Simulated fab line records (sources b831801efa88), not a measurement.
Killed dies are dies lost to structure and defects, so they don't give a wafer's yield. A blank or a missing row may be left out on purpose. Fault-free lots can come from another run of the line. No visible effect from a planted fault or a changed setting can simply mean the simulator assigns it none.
Check for tools in common | flow sky130 | Lots sampled 10, wafers sampled 30

== THE REASON FOR OPENING IT ==
Of 10 lots, 2 have the reading SD_P_TW flagged at SKY_SD_P_TW_MEAS_11. Fault-free wafers read 2822, with a standard deviation of 15.
Rule: a lot is flagged when every wafer of it that has a number lies more than 4 standard deviations from that mean, or none has a number. The rest of the lots are taken to be sound.

lot  | measured     | on            | SD_P_TW, wafer by wafer | flag
L274 | day 25 03:19 | film_metro-03 | 2850 2854 2849          |
L275 | day 26 06:15 | film_metro-03 | 2824 2844 2839          |
L276 | day 26 23:02 | film_metro-02 | 2815 2817 2820          |
L277 | day 28 08:27 | film_metro-01 | 2832 2817 2826          |
L281 | day 29 01:13 | film_metro-01 | 2817 2802 2806          |
L286 | day 30 11:28 | film_metro-01 | 2640 2648 2636          | FLAGGED
L285 | day 30 13:30 | film_metro-01 | 2646 2640 2634          | FLAGGED
L292 | day 32 11:43 | film_metro-02 | 2819 2827 2813          |
L295 | day 32 22:04 | film_metro-03 | 2848 2828 2860          |
L294 | day 33 02:04 | film_metro-01 | 2819 2821 2817          |
On average the flagged lots' numbers are 2641, which is -181 against the usual, or -12 standard deviations.

== LOT BY LOT: THE TOOL USED ==
4 process steps preceding the reading are held in the record, out of 708 steps in the route. Read each cell as the tool, then ch plus the chambers that the sampled wafers visited, then the start.
lot  | flag    | SKY_LDD_P_STRIP_10                   | SKY_LDD_HVN_STRIP_09                 | SKY_SD_P_IMPLANT_09             | SKY_SD_P_STRIP_10
L274 |         | plasma_asher-02 ch 1, day 18 19:15   | plasma_asher-02 ch 0,1, day 20 01:05 | implanter-02 ch 0, day 25 03:05 | plasma_asher-04 ch 0,1, day 25 03:13
L275 |         | plasma_asher-04 ch 0,1, day 19 21:33 | plasma_asher-02 ch 0,1, day 21 04:11 | implanter-02 ch 0, day 26 06:00 | plasma_asher-02 ch 0,1, day 26 06:09
L276 |         | plasma_asher-04 ch 0,1, day 20 15:07 | plasma_asher-04 ch 0,1, day 21 21:04 | implanter-04 ch 0, day 26 22:49 | plasma_asher-03 ch 0,1, day 26 22:56
L277 |         | plasma_asher-02 ch 0,1, day 22 02:39 | plasma_asher-03 ch 0,1, day 23 09:02 | implanter-04 ch 0, day 28 08:12 | plasma_asher-04 ch 0, day 28 08:21
L281 |         | plasma_asher-01 ch 0,1, day 22 21:23 | plasma_asher-02 ch 0,1, day 24 03:38 | implanter-03 ch 0, day 29 00:58 | plasma_asher-03 ch 0,1, day 29 01:06
L286 | FLAGGED | plasma_asher-04 ch 0,1, day 24 11:03 | plasma_asher-03 ch 0,1, day 25 15:50 | implanter-03 ch 0, day 30 11:13 | plasma_asher-03 ch 0, day 30 11:21
L285 | FLAGGED | plasma_asher-02 ch 0,1, day 24 11:53 | plasma_asher-04 ch 0,1, day 25 16:17 | implanter-03 ch 0, day 30 13:15 | plasma_asher-02 ch 0,1, day 30 13:24
L292 |         | plasma_asher-01 ch 0,1, day 26 09:42 | plasma_asher-03 ch 1, day 27 14:29   | implanter-02 ch 0, day 32 11:28 | plasma_asher-04 ch 0,1, day 32 11:36
L295 |         | plasma_asher-02 ch 0,1, day 27 01:33 | plasma_asher-03 ch 1, day 28 05:50   | implanter-02 ch 0, day 32 21:50 | plasma_asher-02 ch 0,1, day 32 21:58
L294 |         | plasma_asher-01 ch 0,1, day 27 03:25 | plasma_asher-04 ch 0,1, day 28 08:35 | implanter-04 ch 0, day 33 01:51 | plasma_asher-04 ch 0,1, day 33 01:59
These steps, and what they do:
- SKY_LDD_P_STRIP_10: strips in O2/N2.
- SKY_LDD_HVN_STRIP_09: strips in O2/N2.
- SKY_SD_P_IMPLANT_09
- SKY_SD_P_STRIP_10: strips in O2/N2.
- SKY_SD_P_TW_MEAS_11

== FLAGGED AGAINST TOTAL, ONE TOOL AT A TIME (gauges that did the reading follow at the end) ==
step                 | tool            | lots run | flagged | share of the flagged lots | sound lots run after its first flagged lot
SKY_LDD_P_STRIP_10   | plasma_asher-01 | 3        | 0       | none                      | -
SKY_LDD_P_STRIP_10   | plasma_asher-02 | 4        | 1       | some                      | 1 (L295)
SKY_LDD_P_STRIP_10   | plasma_asher-04 | 3        | 1       | some                      | 0
SKY_LDD_HVN_STRIP_09 | plasma_asher-02 | 3        | 0       | none                      | -
SKY_LDD_HVN_STRIP_09 | plasma_asher-03 | 4        | 1       | some                      | 2 (L292,L295)
SKY_LDD_HVN_STRIP_09 | plasma_asher-04 | 3        | 1       | some                      | 1 (L294)
SKY_SD_P_IMPLANT_09  | implanter-02    | 4        | 0       | none                      | -
SKY_SD_P_IMPLANT_09  | implanter-03    | 3        | 2       | all                       | 0
SKY_SD_P_IMPLANT_09  | implanter-04    | 3        | 0       | none                      | -
SKY_SD_P_STRIP_10    | plasma_asher-02 | 3        | 1       | some                      | 1 (L295)
SKY_SD_P_STRIP_10    | plasma_asher-03 | 3        | 1       | some                      | 0
SKY_SD_P_STRIP_10    | plasma_asher-04 | 4        | 0       | none                      | -
SKY_SD_P_TW_MEAS_11  | film_metro-01   | 5        | 2       | all                       | 1 (L294)
SKY_SD_P_TW_MEAS_11  | film_metro-02   | 2        | 0       | none                      | -
SKY_SD_P_TW_MEAS_11  | film_metro-03   | 3        | 0       | none                      | -

== THE TABLE: WHAT IT ALLOWS ==
Every flagged lot went through 2 rows of the table: implanter-03 at SKY_SD_P_IMPLANT_09 and film_metro-01 at SKY_SD_P_TW_MEAS_11.
- implanter-03 at SKY_SD_P_IMPLANT_09: 2 of its 3 lots flagged. Its last sound lot is L281 (day 29 00:58), its first flagged lot L286 (day 30 11:13): a fault that began between those two fits. Its own readings lie more than 4 standard deviations out on every wafer of the flagged lots: dose_ions_cm2.
- film_metro-01 at SKY_SD_P_TW_MEAS_11: 2 of its 5 lots flagged. Sound lots followed the first flagged one (L294) on it, something a lasting fault affecting the whole tool could not allow.
Just one tool remains: implanter-03 at SKY_SD_P_IMPLANT_09.

== WHAT WAS PUT IN BY THE SIMULATOR ==
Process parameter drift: implanter-03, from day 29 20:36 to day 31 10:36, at SKY_SD_P_IMPLANT_09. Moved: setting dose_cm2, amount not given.
Shown lots that were struck: L286, L285. The rule given above showed the same thing.
